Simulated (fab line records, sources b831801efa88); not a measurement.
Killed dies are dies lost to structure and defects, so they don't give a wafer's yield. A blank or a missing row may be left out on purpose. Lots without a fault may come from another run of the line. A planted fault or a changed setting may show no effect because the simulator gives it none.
Which tool did it? | flow gf180mcu | 13 lots, 39 wafers sampled, at 5 steps of a route of 602

WHAT THE GAUGES READ, wafer by wafer
GF_NWELL_OVL_MEAS_07.
lot  | measured    | on         | NWELL_OVL (nm)
L767 | day 3 12:40 | overlay-01 | 2.3 0.9 1.4
L770 | day 4 05:08 | overlay-01 | 0.4 1.2 -0.1
L771 | day 4 09:54 | overlay-02 | 1.7 -0.3 0.1
L772 | day 4 13:39 | overlay-02 | - - -
L773 | day 4 23:28 | overlay-01 | 1.3 -0.1 0.8
L774 | day 5 04:09 | overlay-01 | 0.8 -0.4 0.8
L782 | day 6 23:07 | overlay-01 | 1.1 1.2 1.6
L784 | day 7 10:16 | overlay-01 | -0.8 -1.0 -0.1
L785 | day 7 18:41 | overlay-01 | 0.0 0.9 2.4
L786 | day 7 19:30 | overlay-02 | 1.2 -0.5 -0.1
L787 | day 8 00:42 | overlay-02 | -0.3 -2.3 -1.8
L788 | day 8 08:02 | overlay-01 | 0.7 1.2 0.2
L789 | day 8 12:21 | overlay-02 | -0.4 -0.8 -1.3

GF_NWELL_TW_MEAS_11.
lot  | measured    | on            | NWELL_TW
L767 | day 3 13:14 | film_metro-03 | 1561 1558 1550
L770 | day 4 05:34 | film_metro-01 | 1575 1580 1576
L771 | day 4 10:20 | film_metro-03 | 1567 1565 1573
L772 | day 4 14:05 | film_metro-03 | 30 30 30
L773 | day 4 23:55 | film_metro-02 | 1564 1573 1567
L774 | day 5 04:35 | film_metro-02 | 1570 1568 1568
L782 | day 6 23:33 | film_metro-01 | 1579 1566 1568
L784 | day 7 10:43 | film_metro-01 | 1582 1578 1575
L785 | day 7 19:08 | film_metro-01 | 1574 1572 1583
L786 | day 7 19:56 | film_metro-03 | 1601 1596 1589
L787 | day 8 01:08 | film_metro-03 | 1607 1610 1599
L788 | day 8 08:29 | film_metro-01 | 1576 1580 1575
L789 | day 8 12:47 | film_metro-03 | 1598 1598 1609

GF_V1_CD_MEAS_14: target cd 260 nm.
lot  | measured     | on        | cd_nm (nm)
L767 | day 18 10:54 | cd_sem-01 | 260.7 259.8 261.1
L770 | day 19 17:35 | cd_sem-01 | 259.4 258.9 259.0
L771 | day 19 23:58 | cd_sem-02 | 259.1 259.0 259.5
L772 | day 20 03:20 | cd_sem-02 | 262.0 261.0 259.8
L773 | day 21 01:44 | cd_sem-01 | 261.2 261.3 261.4
L774 | day 21 03:13 | cd_sem-02 | 261.1 260.0 261.1
L782 | day 23 23:07 | cd_sem-02 | 259.5 261.0 260.6
L784 | day 24 16:45 | cd_sem-02 | 261.0 261.3 260.3
L785 | day 24 22:37 | cd_sem-01 | 258.8 259.8 259.6
L786 | day 25 04:14 | cd_sem-02 | 258.9 258.5 258.4
L787 | day 25 13:56 | cd_sem-01 | 258.3 259.8 256.7
L788 | day 25 23:27 | cd_sem-02 | 259.5 259.8 258.7
L789 | day 26 05:51 | cd_sem-01 | 260.2 261.7 260.4

WHICH TOOL RAN EACH LOT (tool, then ch and the chambers of the sampled wafers, then the start)
lot  | GF_NWELL_EXPOSE_04                 | GF_MVSD_STRIP_10
L767 | iline_stepper-02 ch 0, day 3 06:17 | plasma_asher-04 ch 0,1, day 4 16:35
L770 | iline_stepper-02 ch 0, day 3 23:16 | plasma_asher-04 ch 0,1, day 5 09:23
L771 | iline_stepper-02 ch 0, day 4 03:48 | plasma_asher-03 ch 0,1, day 5 14:31
L772 | iline_stepper-02 ch 0, day 4 07:10 | plasma_asher-03 ch 0,1, day 5 17:32
L773 | iline_stepper-02 ch 0, day 4 16:47 | plasma_asher-01 ch 0,1, day 6 06:18
L774 | iline_stepper-02 ch 0, day 4 21:25 | plasma_asher-03 ch 0,1, day 6 08:49
L782 | iline_stepper-02 ch 0, day 6 15:48 | plasma_asher-03 ch 0,1, day 8 06:50
L784 | iline_stepper-02 ch 0, day 7 02:34 | plasma_asher-03 ch 0,1, day 8 19:06
L785 | iline_stepper-02 ch 0, day 7 11:01 | plasma_asher-04 ch 0,1, day 9 03:40
L786 | iline_stepper-01 ch 0, day 7 12:13 | plasma_asher-01 ch 0,1, day 9 04:13
L787 | iline_stepper-01 ch 0, day 7 16:44 | plasma_asher-01 ch 0,1, day 9 10:20
L788 | iline_stepper-02 ch 0, day 8 00:03 | plasma_asher-04 ch 0,1, day 9 18:29
L789 | iline_stepper-02 ch 0, day 8 04:44 | plasma_asher-04 ch 0,1, day 9 23:17
- GF_NWELL_EXPOSE_04: exposes mask Nwell, target cd 860 nm.
- GF_MVSD_STRIP_10: strips in O2/N2.

WHAT THE TOOLS THEMSELVES READ (means of the sampled wafers that have a number; where no wafer has one, the mark that the record gives instead)
GF_NWELL_EXPOSE_04.
lot  | tool             | reticle_temp_C (C)
L767 | iline_stepper-02 | 22.95
L770 | iline_stepper-02 | 22.94
L771 | iline_stepper-02 | 22.99
L772 | iline_stepper-02 | 22.96
L773 | iline_stepper-02 | 23.07
L774 | iline_stepper-02 | 23.13
L782 | iline_stepper-02 | 22.91
L784 | iline_stepper-02 | 23.07
L785 | iline_stepper-02 | 22.92
L786 | iline_stepper-01 | 22.96
L787 | iline_stepper-01 | 23.02
L788 | iline_stepper-02 | 23.10
L789 | iline_stepper-02 | 23.01

GF_MVSD_STRIP_10.
lot  | tool            | drypump_motor_current_A (A) | heater_power_w (W) | oes_product_au (a.u.) | strip_time_to_endpoint_s (s)
L767 | plasma_asher-04 | 6.05                        | 366                | 0.724                 | 36.98
L770 | plasma_asher-04 | 5.94                        | 374                | 0.721                 | 37.12
L771 | plasma_asher-03 | 5.73                        | 327                | 0.726                 | 37.00
L772 | plasma_asher-03 | 5.70                        | 324                | 0.723                 | 37.00
L773 | plasma_asher-01 | 5.46                        | 347                | 0.720                 | 36.92
L774 | plasma_asher-03 | 5.59                        | 321                | 0.723                 | 36.95
L782 | plasma_asher-03 | 5.60                        | 325                | 0.723                 | 36.70
L784 | plasma_asher-03 | 5.58                        | 328                | 0.721                 | 36.97
L785 | plasma_asher-04 | 6.05                        | 354                | 0.727                 | 37.14
L786 | plasma_asher-01 | 5.47                        | 352                | 0.722                 | 36.81
L787 | plasma_asher-01 | 5.63                        | 365                | 0.719                 | 36.86
L788 | plasma_asher-04 | 6.04                        | 361                | 0.719                 | 36.88
L789 | plasma_asher-04 | 6.06                        | 356                | 0.722                 | 36.83

THE ANSWER, worked out from the rows above alone
Rule: what is usual is taken from the lots themselves. Put in order of their means at a reading, lots are off if they are a third of the lots or fewer, leave a main group of 4 or more, and stand apart from it by a gap of 3 or more times the standard deviation of the main group's means; of several such gaps the widest counts. A main group whose means are all the same, to the digits that the tables above print for the reading, isn't used. A lot without any number at a reading at which 4 lots or more have one is off too. The other lots that the step has rows for count as sound. The gauges are gone through in route order, then the tools' own readings, and for those a lot's mean is taken as printed above. The first step at which some lot is off is used, and at that step the reading that is off furthest; a lot without a number counts as furthest.
Off: L772, at GF_NWELL_OVL_MEAS_07 (NWELL_OVL). Without a number there: L772. The main group: mean 0.3 nm, standard deviation 0.86.
A tool fits if, at a process step before that reading, it ran every lot that is off, and no sound lot after the first of them. The gauges at GF_NWELL_OVL_MEAS_07 aren't tried: what is off there is off at GF_NWELL_TW_MEAS_11 too, on other tools, and a gauge's error can't cause that. None of those tried fits.

WHAT THE SIMULATOR HAD PUT IN
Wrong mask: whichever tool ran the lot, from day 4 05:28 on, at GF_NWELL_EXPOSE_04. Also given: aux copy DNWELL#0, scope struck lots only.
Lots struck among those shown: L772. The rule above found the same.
